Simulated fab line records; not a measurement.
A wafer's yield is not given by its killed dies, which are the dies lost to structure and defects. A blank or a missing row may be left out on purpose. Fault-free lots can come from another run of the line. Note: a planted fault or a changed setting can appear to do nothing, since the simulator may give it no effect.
One fault through the eyes of 2 desks | flow gf180mcu | what lay behind the numbers comes last; until then each desk has only its own

== METROLOGY DESK ==
What the gauges read, lot by lot, whatever tool the lot ran on: means of the sampled wafers that have a number. Any lot whose mean is over 4 standard deviations away from the usual mean is out of limits and marked OUT; that distance is given in the brackets.
Columns: A = V1_CVD_00_THK at GF_V1_THK_MEAS_01, usual 602 nm; B = V1_CVD_02_THK at GF_V1_THK_MEAS_03, usual 843 nm; C = V1_BOW at GF_V1_BOW_MEAS_05, usual 82 um; D = cd-nm at GF_V1_CD_MEAS_14, usual 260.2 nm; E = V1_OVL at GF_V1_OVL_MEAS_15, usual -4 nm
lot  | first seen here | A   | B   | C  | D                | E
L737 | day 17 19:38    | 593 | 846 | 88 | 260.8            | -3
L744 | day 20 20:28    | 611 | 835 | 77 | 260.1            | 0
L752 | day 23 09:56    | 609 | 847 | 80 | 257.1            | 2
L753 | day 24 02:08    | 602 | 842 | 81 | 255.8 (-4.0) OUT | 3
L756 | day 24 18:16    | 611 | 838 | 98 | 258.6            | -1
L758 | day 25 09:04    | 612 | 832 | 84 | 259.6            | -4
This desk finds L753 out of limits, L753 being first, at day 25 00:29 (cd-nm at GF_V1_CD_MEAS_14). L737, L744, L752, L756, L758: within limits.

== AT THE TOOL OWNER'S DESK: krf-scanner-02 ==
The tool's own readings at GF_V1_EXPOSE_11 (exposes mask Via1, target cd 260 nm): means of the sampled wafers that have a number, for each lot that ran on this tool. Any lot whose mean is over 4 standard deviations away from the usual mean is out of limits and marked OUT; that distance is given in the brackets.
Columns: A = exposure-dose-mJ-cm2 at GF_V1_EXPOSE_11, usual 38.18
lot  | first seen here | A
L752 | day 23 22:05    | 37.08 (-7.3) OUT
L753 | day 24 12:59    | 37.23 (-6.3) OUT
This desk finds L752, L753 out of limits, L752 being first, at day 23 22:05 (exposure-dose-mJ-cm2 at GF_V1_EXPOSE_11). In limits: none.

== BROUGHT TOGETHER ==
An alarm could have come from the tool owner's desk at day 23 22:05, on L752, L753.
The metrology desk could have raised an alarm at day 25 00:29, on L753.
The metrology desk has L752 on record, within its limits.
The lots listed all ran GF_V1_EXPOSE_11 on krf-scanner-02.

== WHAT THE SIMULATOR HAD INSERTED ==
Drift in process parameters on krf-scanner-02 at GF_V1_EXPOSE_11, starting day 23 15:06. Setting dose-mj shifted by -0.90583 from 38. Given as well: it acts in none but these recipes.
Shown lots that were struck: L752, L753.
Delay (hours) between the fault's onset and each desk's first out-of-limits reading: 7 at the tool owner's desk, 33 at the metrology desk.
